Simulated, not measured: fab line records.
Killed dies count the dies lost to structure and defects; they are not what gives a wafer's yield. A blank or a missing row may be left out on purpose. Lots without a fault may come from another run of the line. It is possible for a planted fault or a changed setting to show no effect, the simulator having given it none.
fab line records    flow sfqLine    part 1 of 2: steps 1 to 29 of 37
record: lots: 5  wafers: 15  lastDay: 81
route steps=325 shown I5@230 C5@240 M6@251 I6@266
lots that met no fault: from a run of the same line without faults
startH: hours from the record's first day to the start of the lot's first wafer shown    waitH: hours elapsed since this lot's preceding step    " repeats the value in the row above    L1.1+2: a row that stands for several wafers    - no value, or no start was given    * or withheld: withheld    < > ~ a bound
route shown NAME@n: names a module that has steps shown in the file, with the first one's number in the route    usual: the fault-free wafers' mean and standard deviation    same: alike in all rows    chamber/n: place in a boat    sites: each site's reading    _std_site: the values' standard deviation    _edge_site: mean of outer sites minus mean of inner sites    radiusMm: for every site, how far away it sits from the centre of the wafer    mask NAME#n: copy n    behind: tool/chamber where the wafer was last shaped    hold: why the lot went on hold/how many hours it stayed there/how the hold came to an end    device: transistor that didn't switch, given as n, p or np    end of line: tests of these same wafers at the route's end    where a step has no rows: the recipe by itself    killed: at the first sort, the dies lost to defects and structure; wafer yield is something else    map: per-die view of a wafer (x killed, . not killed, _ where there is no die)
set.NAME: setting as actually run; set.NAME@STEP: the setting as run at that earlier step    model.NAME: the simulator's own value behind a step, which no gauge read
lots seen at some steps along the route; tables by step, rows by wafer
services: from which hour (startH, from the record's first day; less than 0 if before it) a tool's chamber was out of use, for how many hours, and why
== steps ==
step: SFQ_TRILAYER_I5_LITHO_COAT_144
recipe: resist: KrF  spinRpm: 3000  resistThkNm: 650
lot.wafer   tool           chamber  startH   waitH
L081.1+2+3  lithoTrack-04  0        1422.75  0.2
L082.3+5+6  lithoTrack-03  0        1426.45  0.2
L085.1+4+6  lithoTrack-04  0        1467.15  0.2
L086.1+4+6  lithoTrack-01  0        1468.51  0.2
L088.2+3+5  lithoTrack-03  0        1488.72  0.2
step: SFQ_TRILAYER_I5_LITHO_SOFTBAKE_148
recipe: tempC: withheld  timeS: withheld  resist: KrF
lot.wafer   tool           chamber  startH   waitH
L081.1+2+3  lithoTrack-04  0        1423.05  0.2
L082.3+5+6  lithoTrack-03  0        1426.70  0.2
L085.1+4+6  lithoTrack-04  0        1467.45  0.2
L086.1+4+6  lithoTrack-01  0        1468.81  0.2
L088.2+3+5  lithoTrack-03  0        1489.00  0.2
step: SFQ_TRILAYER_I5_LITHO_EXPOSE_145
recipe: maskId: I5  na: 0.6  sourceShape: conventional  sigmaOuter: 0.65  targetCdNm: 700  doseMj: 21.3
usual: stageVelMmS: 499.98/0.28
lot.wafer  tool           chamber  startH   waitH  mask  stageVelMmS
L081.1     krfScanner-01  0        1542.42  -      I5#0  500.09
L081.2     "              0        "        "      I5#0  500.30
L081.3     "              0        "        "      I5#0  499.83
L082.3     krfScanner-01  0        1546.42  -      I5#0  499.72
L082.5     "              0        "        "      I5#0  499.90
L082.6     "              0        "        "      I5#0  500.30
L085.1     krfScanner-01  0        1582.02  -      I5#0  500.26
L085.4     "              0        "        "      I5#0  500.20
L085.6     "              0        "        "      I5#0  500.06
L086.1     krfScanner-02  0        1585.74  -      I5#0  499.67
L086.4     "              0        "        "      I5#0  500.10
L086.6     "              0        "        "      I5#0  500.07
L088.2     krfScanner-02  0        1599.14  -      I5#0  500.41
L088.3     "              0        "        "      I5#0  500.07
L088.5     "              0        "        "      I5#0  499.98
step: SFQ_TRILAYER_I5_LITHO_PEB_147
recipe: pebTempC: 115  pebTimeS: 60  resist: KrF
lot.wafer   tool           chamber  startH   waitH
L081.1+2+3  lithoTrack-03  0        1543.62  1.0
L082.3+5+6  lithoTrack-01  0        1547.27  0.7
L085.1+4+6  lithoTrack-01  0        1583.22  1.0
L086.1+4+6  lithoTrack-04  0        1586.94  1.0
L088.2+3+5  lithoTrack-04  0        1600.21  0.9
step: SFQ_TRILAYER_I5_LITHO_DEVELOP_146
recipe: timeS: 60  resist: KrF
lot.wafer   tool           chamber  startH   waitH
L081.1+2+3  lithoTrack-03  0        1543.77  0.1
L082.3+5+6  lithoTrack-01  0        1547.42  0.1
L085.1+4+6  lithoTrack-01  0        1583.37  0.1
L086.1+4+6  lithoTrack-04  0        1587.09  0.1
L088.2+3+5  lithoTrack-04  0        1600.36  0.1
step: SFQ_I5_OVL_MEAS_936
usual: I5_OVL: 1/6.5
lot.wafer  tool        chamber  startH   waitH  I5_OVL[nm]
L081.1     overlay-01  -        1543.92  0.1    3
L081.2     "           -        "        "      -4
L081.3     "           -        "        "      -1
L082.3     overlay-01  -        1547.53  0.1    2
L082.5     "           -        "        "      4
L082.6     "           -        "        "      5
L085.1     overlay-01  -        1583.52  0.1    -7
L085.4     "           -        "        "      -5
L085.6     "           -        "        "      -4
L086.1     overlay-02  -        1587.24  0.1    3
L086.4     "           -        "        "      3
L086.6     "           -        "        "      5
L088.2     overlay-02  -        1600.49  0.1    -9
L088.3     "           -        "        "      -18
L088.5     "           -        "        "      -20
step: SFQ_TRILAYER_I5_BARC_OPEN_VIA_ETCH_200
recipe: maskMaterial: PR  chemistry: O2  targetDepthNm: 125  target: BARC  sourceW: 500  biasW: 80  pressureMtorr: 30  timeS: 41.7
usual: drypumpMotorCurrentA: 5.86/0.24  oesProductAu: 0.685/0.0043  rfFwdPowerW: 495.3/2.5
lot.wafer  tool        chamber  startH   waitH  drypumpMotorCurrentA  oesProductAu  rfFwdPowerW  rfHoursCounterH
L081.1     rieDiel-03  2        1543.96  0.0    6.24                  0.682         494.0        20
L081.2     "           0        "        "      5.98                  0.687         493.9        13
L081.3     "           3        "        "      6.09                  0.680         492.3        14
L082.3     rieDiel-01  1        1547.56  0.0    5.57                  0.683         497.5        22
L082.5     "           3        "        "      5.67                  0.692         488.1        -
L082.6     "           2        "        "      5.55                  0.685         494.6        -
L085.1     rieDiel-03  1        1583.56  0.0    5.56                  0.688         493.8        8
L085.4     "           2        "        "      6.23                  0.688         493.2        21
L085.6     "           0        "        "      5.95                  0.684         497.6        -
L086.1     rieDiel-04  1        1587.28  0.0    6.06                  0.687         499.2        14
L086.4     "           3        "        "      5.92                  0.689         498.6        -
L086.6     "           1        "        "      6.10                  0.680         497.1        -
L088.2     rieDiel-01  2        1600.52  0.0    5.49                  0.680         494.0        20
L088.3     "           1        "        "      5.57                  0.684         496.2        22
L088.5     "           0        "        "      6.01                  0.684         494.9        -
step: SFQ_TRILAYER_I5_ETCH_VIA_ETCH_147
recipe: stopOn: Nb  maskMaterial: PR  chemistry: CHF3  targetDepthNm: 360  sourceW: 500  biasW: 80  pressureMtorr: 30  timeS: withheld
usual: drypumpMotorCurrentA: 5.87/0.24  oesProductAu: 0.989/0.0051  rfFwdPowerW: 498.5/1.5
lot.wafer  tool        chamber  startH   waitH  drypumpMotorCurrentA  oesProductAu  rfFwdPowerW
L081.1     rieDiel-03  2        1544.00  0.0    6.23                  0.983         495.9
L081.2     "           0        "        "      5.94                  0.995         499.6
L081.3     "           3        "        "      6.10                  0.988         499.0
L082.3     rieDiel-01  1        1547.60  0.0    5.57                  0.996         496.6
L082.5     "           3        "        "      5.67                  0.983         500.4
L082.6     "           2        "        "      5.55                  0.989         498.1
L085.1     rieDiel-03  1        1583.60  0.0    5.55                  0.986         500.4
L085.4     "           2        "        "      6.21                  0.979         497.7
L085.6     "           0        "        "      5.95                  0.987         498.5
L086.1     rieDiel-04  1        1587.32  0.0    6.08                  0.987         499.9
L086.4     "           3        "        "      5.93                  0.987         498.6
L086.6     "           1        "        "      6.09                  0.995         499.2
L088.2     rieDiel-01  2        1600.56  0.0    5.57                  0.982         500.1
L088.3     "           1        "        "      5.60                  0.993         497.4
L088.5     "           0        "        "      6.03                  0.987         499.3
step: SFQ_TRILAYER_I5_STRIP_STRIP_148
recipe: gas: O2  powerW: 200  platenTempC: 40  overashFraction: 0.65  chemistry: O2  pressureMtorr: 50
usual: drypumpMotorCurrentA: 5.3/0.35  oesProductAu: 1.005/0.0096
lot.wafer  tool         chamber  startH   waitH  drypumpMotorCurrentA  oesProductAu  rfHoursCounterH
L081.1     rieMetal-03  1        1544.15  -      5.8                   1.013         72
L081.2     "            0        "        "      4.8                   0.994         40
L081.3     "            1        "        "      5.8                   1.026         -
L082.3     rieMetal-03  0        1547.95  -      4.8                   0.999         -
L082.5     "            0        "        "      4.8                   1.003         -
L082.6     "            1        "        "      5.7                   1.012         -
L085.1     rieMetal-02  1        1583.75  -      5.3                   0.995         2
L085.4     "            0        "        "      5.3                   1.004         -
L085.6     "            0        "        "      5.3                   1.006         -
L086.1     rieMetal-02  1        1587.47  -      5.3                   0.997         2
L086.4     "            0        "        "      5.3                   0.999         -
L086.6     "            1        "        "      5.3                   0.995         -
L088.2     rieMetal-01  1        1600.71  -      5.6                   1.006         105
L088.3     "            1        "        "      5.6                   1.014         -
L088.5     "            1        "        "      5.6                   1.012         -
step: SFQ_TRILAYER_I5_STRIP_SOLV_CLEAN_149
recipe: chemistry: NMP  tempC: 70  timeS: 600
lot.wafer   tool         chamber  startH   waitH
L081.1+2+3  wetBench-02  4,5,0    1544.95  0.5
L082.3+5+6  wetBench-02  3,6,0    1548.35  0.2
L085.1+4+6  wetBench-02  2,3,6    1584.35  0.4
L086.1+4+6  wetBench-02  3,5,4    1588.07  0.4
L088.2+3+5  wetBench-04  4,1,6    1601.31  0.4
step: SFQ_TRILAYER_C5_LITHO_COAT_156
recipe: resist: BARC  spinRpm: 3000  resistThkNm: 62
lot.wafer   tool           chamber  startH   waitH
L081.1+2+3  lithoTrack-01  0        1545.12  0.0
L082.3+5+6  lithoTrack-01  0        1548.62  0.1
L085.1+4+6  lithoTrack-04  0        1584.52  0.0
L086.1+4+6  lithoTrack-04  0        1588.24  0.0
L088.2+3+5  lithoTrack-01  0        1601.54  0.1
step: SFQ_TRILAYER_C5_LITHO_COAT_151
recipe: resist: KrF  spinRpm: 3000  resistThkNm: 656.7
lot.wafer   tool           chamber  startH   waitH
L081.1+2+3  lithoTrack-01  0        1545.42  0.2
L082.3+5+6  lithoTrack-01  0        1548.92  0.2
L085.1+4+6  lithoTrack-04  0        1584.82  0.2
L086.1+4+6  lithoTrack-04  0        1588.54  0.2
L088.2+3+5  lithoTrack-01  0        1601.84  0.2
step: SFQ_TRILAYER_C5_LITHO_SOFTBAKE_155
recipe: tempC: withheld  timeS: withheld  resist: KrF
lot.wafer   tool           chamber  startH   waitH
L081.1+2+3  lithoTrack-01  0        1545.72  0.2
L082.3+5+6  lithoTrack-01  0        1549.17  0.2
L085.1+4+6  lithoTrack-04  0        1585.12  0.2
L086.1+4+6  lithoTrack-04  0        1588.84  0.2
L088.2+3+5  lithoTrack-01  0        1602.11  0.2
step: SFQ_TRILAYER_C5_LITHO_EXPOSE_152
recipe: maskId: C5  na: 0.6  sourceShape: conventional  sigmaOuter: 0.65  targetCdNm: 500  doseMj: 21.3
usual: stageVelMmS: 500.03/0.26
lot.wafer  tool           chamber  startH   waitH  mask  stageVelMmS
L081.1     krfScanner-02  0        1545.87  -      C5#0  499.82
L081.2     "              0        "        "      C5#0  499.48
L081.3     "              0        "        "      C5#0  499.76
L082.3     krfScanner-02  0        1549.67  -      C5#0  500.32
L082.5     "              0        "        "      C5#0  500.25
L082.6     "              0        "        "      C5#0  500.15
L085.1     krfScanner-02  0        1676.63  -      C5#0  499.84
L085.4     "              0        "        "      C5#0  499.74
L085.6     "              0        "        "      C5#0  500.06
L086.1     krfScanner-02  0        1689.83  -      C5#0  500.31
L086.4     "              0        "        "      C5#0  500.32
L086.6     "              0        "        "      C5#0  500.20
L088.2     krfScanner-02  0        1697.23  -      C5#0  500.43
L088.3     "              0        "        "      C5#0  500.22
L088.5     "              0        "        "      C5#0  500.28
step: SFQ_TRILAYER_C5_LITHO_PEB_154
recipe: pebTempC: 115  pebTimeS: 60  resist: KrF
lot.wafer   tool           chamber  startH   waitH
L081.1+2+3  lithoTrack-04  0        1547.07  1.0
L082.3+5+6  lithoTrack-04  0        1550.52  0.7
L085.1+4+6  lithoTrack-01  0        1677.83  1.0
L086.1+4+6  lithoTrack-01  0        1691.03  1.0
L088.2+3+5  lithoTrack-01  0        1698.25  0.8
step: SFQ_TRILAYER_C5_LITHO_DEVELOP_153
recipe: timeS: 60  resist: KrF
lot.wafer   tool           chamber  startH   waitH
L081.1+2+3  lithoTrack-04  0        1547.22  0.1
L082.3+5+6  lithoTrack-04  0        1550.67  0.1
L085.1+4+6  lithoTrack-01  0        1677.98  0.1
L086.1+4+6  lithoTrack-01  0        1691.18  0.1
L088.2+3+5  lithoTrack-01  0        1698.40  0.1
step: SFQ_C5_OVL_MEAS_937
usual: C5_OVL: 2/5.4
lot.wafer  tool        chamber  startH   waitH  C5_OVL[nm]
L081.1     overlay-02  -        1547.37  0.1    3
L081.2     "           -        "        "      -2
L081.3     "           -        "        "      6
L082.3     overlay-02  -        1550.78  0.1    -1
L082.5     "           -        "        "      5
L082.6     "           -        "        "      2
L085.1     overlay-01  -        1678.13  0.1    -8
L085.4     "           -        "        "      -4
L085.6     "           -        "        "      4
L086.1     overlay-02  -        1691.33  0.1    -5
L086.4     "           -        "        "      -2
L086.6     "           -        "        "      0
L088.2     overlay-01  -        1698.54  0.1    5
L088.3     "           -        "        "      7
L088.5     "           -        "        "      4
step: SFQ_TRILAYER_C5_BARC_OPEN_VIA_ETCH_210
recipe: maskMaterial: PR  chemistry: O2  targetDepthNm: 125  target: BARC  sourceW: 500  biasW: 80  pressureMtorr: 30  timeS: 41.7
usual: drypumpMotorCurrentA: 5.9/0.32  oesProductAu: 0.685/0.0047  rfFwdPowerW: 495.3/2.1
lot.wafer  tool        chamber  startH   waitH  drypumpMotorCurrentA  oesProductAu  rfFwdPowerW  rfHoursCounterH
L081.1     rieDiel-02  1        1547.41  0.0    6.0                   0.684         494.9        0
L081.2     "           2        "        "      5.3                   0.694         496.2        11
L081.3     "           3        "        "      6.5                   0.687         496.0        15
L082.3     rieDiel-04  2        1550.81  0.0    6.0                   0.684         496.4        3
L082.5     "           0        "        "      5.5                   0.685         494.1        -
L082.6     "           3        "        "      5.9                   0.683         499.5        -
L085.1     rieDiel-02  3        1678.17  0.0    6.5                   0.678         497.6        17
L085.4     "           1        "        "      6.0                   0.680         497.5        -
L085.6     "           3        "        "      6.5                   0.682         496.9        -
L086.1     rieDiel-03  3        1691.37  0.0    6.1                   0.698         491.0        17
L086.4     "           1        "        "      5.6                   0.682         497.6        10
L086.6     "           0        "        "      6.0                   0.683         496.5        -
L088.2     rieDiel-02  2        1698.57  0.0    5.3                   0.682         495.8        13
L088.3     "           1        "        "      6.0                   0.690         494.4        3
L088.5     "           2        "        "      5.3                   0.675         494.5        -
step: SFQ_TRILAYER_C5_ETCH_VIA_ETCH_154
recipe: target: SiO2  maskMaterial: PR  chemistry: CHF3  targetDepthNm: 84  sourceW: 500  biasW: 80  pressureMtorr: 30  timeS: withheld  stopOn: Nb
usual: drypumpMotorCurrentA: 5.9/0.32  oesProductAu: 0.893/0.008  rfFwdPowerW: 496.1/1.8
lot.wafer  tool        chamber  startH   waitH  drypumpMotorCurrentA  oesProductAu  rfFwdPowerW
L081.1     rieDiel-02  1        1547.45  0.0    6.0                   0.886         498.5
L081.2     "           2        "        "      5.3                   0.890         496.9
L081.3     "           3        "        "      6.5                   0.887         498.2
L082.3     rieDiel-04  2        1550.85  0.0    6.0                   0.894         494.5
L082.5     "           0        "        "      5.5                   0.917         496.2
L082.6     "           3        "        "      5.9                   0.897         497.6
L085.1     rieDiel-02  3        1678.21  0.0    6.5                   0.883         498.1
L085.4     "           1        "        "      5.9                   0.895         497.5
L085.6     "           3        "        "      6.5                   0.898         497.4
L086.1     rieDiel-03  3        1691.41  0.0    6.1                   0.896         493.2
L086.4     "           1        "        "      5.5                   0.904         494.0
L086.6     "           0        "        "      6.0                   0.901         497.7
L088.2     rieDiel-02  2        1698.61  0.0    5.3                   0.891         497.7
L088.3     "           1        "        "      6.0                   0.891         494.8
L088.5     "           2        "        "      5.3                   0.904         497.1
step: SFQ_TRILAYER_C5_STRIP_STRIP_155
recipe: gas: O2  powerW: 200  platenTempC: 40  overashFraction: 0.65  chemistry: O2  pressureMtorr: 50
usual: drypumpMotorCurrentA: 5.3/0.35  oesProductAu: 1.006/0.0072
lot.wafer  tool         chamber  startH   waitH  drypumpMotorCurrentA  oesProductAu  rfHoursCounterH
L081.1     rieMetal-01  1        1547.50  -      5.6                   1.006         98
L081.2     "            0        "        "      5.2                   1.009         118
L081.3     "            0        "        "      5.2                   1.007         -
L082.3     rieMetal-03  1        1551.10  -      5.8                   1.011         -
L082.5     "            0        "        "      4.7                   1.009         -
L082.6     "            1        "        "      5.7                   1.012         -
L085.1     rieMetal-04  1        1678.25  -      5.4                   1.012         40
L085.4     "            0        "        "      5.0                   1.007         -
L085.6     "            0        "        "      5.0                   1.009         -
L086.1     rieMetal-03  0        1691.45  -      4.8                   1.006         60
L086.4     "            0        "        "      4.8                   1.003         -
L086.6     "            0        "        "      4.8                   0.998         -
L088.2     rieMetal-04  0        1698.65  -      5.0                   1.011         22
L088.3     "            1        "        "      5.5                   1.007         -
L088.5     "            1        "        "      5.4                   1.005         -
step: SFQ_TRILAYER_C5_STRIP_SOLV_CLEAN_156
recipe: chemistry: NMP  tempC: 70  timeS: 600
lot.wafer   tool         chamber  startH   waitH
L081.1+2+3  wetBench-04  7,6,3    1548.10  0.4
L082.3+5+6  wetBench-04  1,2,5    1551.50  0.2
L085.1+4+6  wetBench-03  5,6,2    1678.85  0.4
L086.1+4+6  wetBench-04  0,1,5    1692.05  0.4
L088.2+3+5  wetBench-03  2,5,3    1699.25  0.4
step: SFQ_TRILAYER_M6_DEP_PRE_CLEAN_158
recipe: gas: Ar  timeS: 22.5  biasV: 250
lot.wafer   tool           chamber  startH   waitH
L081.1+2+3  pvdSputter-06  -        1548.27  0.0
L082.3+5+6  pvdSputter-05  -        1551.67  0.0
L085.1+4+6  pvdSputter-03  -        1679.03  0.0
L086.1+4+6  pvdSputter-06  -        1692.23  0.0
L088.2+3+5  pvdSputter-03  -        1699.43  0.0
step: SFQ_TRILAYER_M6_DEP_SPUTTER_157
recipe: material: Nb  basePressurePa: 1.33e-06  chamberPressurePa: 0.1377  substrateTempC: 20  targetThkNm: 200  powerW: 2000  timeS: 133.3
usual: basePressurePa: 1.33e-06/9.2e-08  cathodeDcPowerW: 2000.0/0.35  throttleValvePct: 29.6/0.88
lot.wafer  tool           chamber  startH   waitH  basePressurePa  cathodeDcPowerW  throttleValvePct
L081.1     pvdSputter-06  -        1548.30  0.0    1.25e-06        1999.9           29.0
L081.2     "              -        "        "      1.24e-06        1999.9           28.3
L081.3     "              -        "        "      1.23e-06        1999.6           30.7
L082.3     pvdSputter-05  -        1551.70  0.0    1.28e-06        1999.9           29.8
L082.5     "              -        "        "      1.47e-06        1999.3           30.3
L082.6     "              -        "        "      1.33e-06        1999.8           29.6
L085.1     pvdSputter-03  -        1679.06  0.0    1.38e-06        1999.8           30.4
L085.4     "              -        "        "      1.34e-06        1999.8           28.9
L085.6     "              -        "        "      1.42e-06        1999.5           30.0
L086.1     pvdSputter-06  -        1692.26  0.0    1.16e-06        1999.7           29.2
L086.4     "              -        "        "      1.39e-06        2000.1           30.6
L086.6     "              -        "        "      1.34e-06        1999.3           30.2
L088.2     pvdSputter-03  -        1699.46  0.0    1.31e-06        2000.2           29.5
L088.3     "              -        "        "      1.28e-06        1999.6           29.9
L088.5     "              -        "        "      1.25e-06        2000.1           29.7
step: SFQ_M6_RS_MEAS_938
recipe: thkMeasGauge: four-point-probe  reads: Nb_of_TRILAYER_M6_DEP_SPUTTER_157
usual: M6_NB_RS: 0.885/0.0082
lot.wafer  tool          chamber  startH   waitH  M6_NB_RS[ohm/sq]
L081.1     filmMetro-01  -        1548.39  0.0    0.873
L081.2     "             -        "        "      0.877
L081.3     "             -        "        "      0.887
L082.3     filmMetro-04  -        1551.83  0.1    0.886
L082.5     "             -        "        "      0.887
L082.6     "             -        "        "      0.880
L085.1     filmMetro-03  -        1679.15  0.0    0.899
L085.4     "             -        "        "      0.891
L085.6     "             -        "        "      0.897
L086.1     filmMetro-03  -        1692.35  0.0    0.878
L086.4     "             -        "        "      0.891
L086.6     "             -        "        "      0.890
L088.2     filmMetro-03  -        1699.57  0.1    0.876
L088.3     "             -        "        "      0.883
L088.5     "             -        "        "      0.882
step: SFQ_TRILAYER_M6_LITHO_COAT_164
recipe: resist: BARC  spinRpm: 3000  resistThkNm: 62
lot.wafer   tool           chamber  startH   waitH
L081.1+2+3  lithoTrack-02  0        1548.57  0.1
L082.3+5+6  lithoTrack-02  0        1552.07  0.1
L085.1+4+6  lithoTrack-04  0        1679.33  0.1
L086.1+4+6  lithoTrack-02  0        1692.53  0.1
L088.2+3+5  lithoTrack-02  0        1699.78  0.1
step: SFQ_TRILAYER_M6_LITHO_COAT_159
recipe: resist: KrF  spinRpm: 3000  resistThkNm: 600
lot.wafer   tool           chamber  startH   waitH
L081.1+2+3  lithoTrack-02  0        1548.87  0.2
L082.3+5+6  lithoTrack-02  0        1552.37  0.2
L085.1+4+6  lithoTrack-04  0        1679.63  0.2
L086.1+4+6  lithoTrack-02  0        1692.83  0.2
L088.2+3+5  lithoTrack-02  0        1700.08  0.2
step: SFQ_TRILAYER_M6_LITHO_SOFTBAKE_163
recipe: tempC: withheld  timeS: withheld  resist: KrF
lot.wafer   tool           chamber  startH   waitH
L081.1+2+3  lithoTrack-02  0        1549.17  0.2
L082.3+5+6  lithoTrack-02  0        1552.62  0.2
L085.1+4+6  lithoTrack-04  0        1679.93  0.2
L086.1+4+6  lithoTrack-02  0        1693.13  0.2
L088.2+3+5  lithoTrack-02  0        1700.35  0.2
step: SFQ_TRILAYER_M6_LITHO_EXPOSE_160
recipe: maskId: M6  na: 0.6  sourceShape: conventional  sigmaOuter: 0.65  targetCdNm: 500  doseMj: 14.4
usual: stageVelMmS: 499.97/0.26
lot.wafer  tool           chamber  startH   waitH  mask  stageVelMmS
L081.1     krfScanner-02  0        1656.54  -      M6#0  499.81
L081.2     "              0        "        "      M6#0  500.62
L081.3     "              0        "        "      M6#0  500.48
L082.3     krfScanner-02  0        1661.74  -      M6#0  499.66
L082.5     "              0        "        "      M6#0  499.80
L082.6     "              0        "        "      M6#0  499.85
L085.1     krfScanner-02  0        1750.97  -      M6#0  500.11
L085.4     "              0        "        "      M6#0  500.16
L085.6     "              0        "        "      M6#0  499.90
L086.1     krfScanner-01  0        1770.02  -      M6#0  499.77
L086.4     "              0        "        "      M6#0  499.70
L086.6     "              0        "        "      M6#0  499.95
L088.2     krfScanner-01  0        1779.82  -      M6#0  500.34
L088.3     "              0        "        "      M6#0  499.98
L088.5     "              0        "        "      M6#0  499.99
step: SFQ_TRILAYER_M6_LITHO_PEB_162
recipe: pebTempC: 115  pebTimeS: 60  resist: KrF
lot.wafer   tool           chamber  startH   waitH
L081.1+2+3  lithoTrack-02  0        1657.74  1.0
L082.3+5+6  lithoTrack-04  0        1662.59  0.7
L085.1+4+6  lithoTrack-02  0        1752.17  1.0
L086.1+4+6  lithoTrack-04  0        1771.22  1.0
L088.2+3+5  lithoTrack-03  0        1780.84  0.8
